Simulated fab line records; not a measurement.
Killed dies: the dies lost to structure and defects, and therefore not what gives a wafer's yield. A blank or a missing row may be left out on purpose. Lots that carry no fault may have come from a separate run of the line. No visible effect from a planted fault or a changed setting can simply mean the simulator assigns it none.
Problem report in the 8D (eight disciplines) form, filled by code ; flow sky130 ; the parts of the form that need people (team, actions taken, sign-off) are left out

## 1. THE ISSUE
Mean PWDE_TW at SKY_PWDE_TW_MEAS_10: 30.2 over 6 wafers in 3 lots; fault-free wafers: 374.7, standard deviation 3. So: -99 or more standard deviations from the usual mean.
Earliest sighting: wafer L500.3 on filmMetro-01 at day 7 08:53. The record holds 45 wafers of 15 lots with a number at this step. By rule, "out" or "out of limits" means more than 4 standard deviations away from the usual mean. All remaining wafers that have a number are taken as sound.

## 2. WHAT IT IS; WHAT IT IS NOT
question;is;is not
which readings at this step;PWDE_TW;-
which lots;L500, L506, L508;L486, L487, L489, L491, L492, L494, L496, L497, L498, L499, L501, L507
which wafers of those lots;L500.3, L500.4, L506.3, L506.4, L508.4, L508.6;L500.5, L506.5, L508.1
read on which gauges;filmMetro-01, filmMetro-02, filmMetro-04;-
when;from day 7 08:53;"up to then (31 sound wafers); but 8 sound wafers of L501, L506, L507, L508 came after"

## 3. WHAT RULES OUT EACH SUSPECT
Counting: if a tool at a process step up to the reading ran every lot that is out, it stays a suspect. Sound lots after the first of them don't rule it out here, since some wafers of a struck lot are sound.
- the gauge at SKY_PWDE_TW_MEAS_10 has been ruled out. Those wafers that are out were read across 3 gauges (filmMetro-01, filmMetro-02, filmMetro-04).
- lithoTrack-02 at SKY_PWDE_DEVELOP_06 (develop time 60 s): kept. Ran every lot that is out, first one L500 (day 7 08:00); last sound lot up to then L499 (day 7 07:00).
Remaining after the count: lithoTrack-02 at SKY_PWDE_DEVELOP_06.

## 4. THE CAUSE (what the simulator had put in)
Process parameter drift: lithoTrack-02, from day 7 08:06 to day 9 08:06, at SKY_PWDE_DEVELOP_06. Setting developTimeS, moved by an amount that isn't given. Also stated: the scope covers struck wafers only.
The count eliminated every tool but this one.

## 5. SEQUENCE OF EFFECTS, ordered by route
One row per reading whose mean, taken over the struck wafers that have a number, lies over 3 standard deviations from the usual. Readings are gone through only where the record gives a usual standard deviation; hours: the median, over the lots, of the time from a lot's start at the first step in this table giving one to that lot's start at this step; sigmas: the change measured in usual standard deviations.
hours;step;reading;usual;on struck wafers;change;sigmas
0;SKY_PWDE_TW_MEAS_10;PWDE_TW;374.7;30.2;-344.5;-99 or more
Readings that are blank on the struck wafers while sound wafers have them: PWDE_OVL at SKY_PWDE_OVL_MEAS_07.

## 6. HOW IT WOULD HAVE BEEN CAUGHT EARLIER
In this record the first reading out of limits at a measuring or inspecting step was taken at day 7 08:53, 1 hour after the fault began at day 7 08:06.
Between SKY_PWDE_DEVELOP_06 and SKY_PWDE_TW_MEAS_10, SKY_PWDE_OVL_MEAS_07 gave no PWDE_OVL on the struck wafers, where sound wafers have one: a measuring or inspecting step that comes back empty is itself a sign.
Of the lots that are out (3), L506, L508 began SKY_PWDE_DEVELOP_06 on lithoTrack-02 after day 7 08:53. A hold on the tool at that time would have spared those 2.
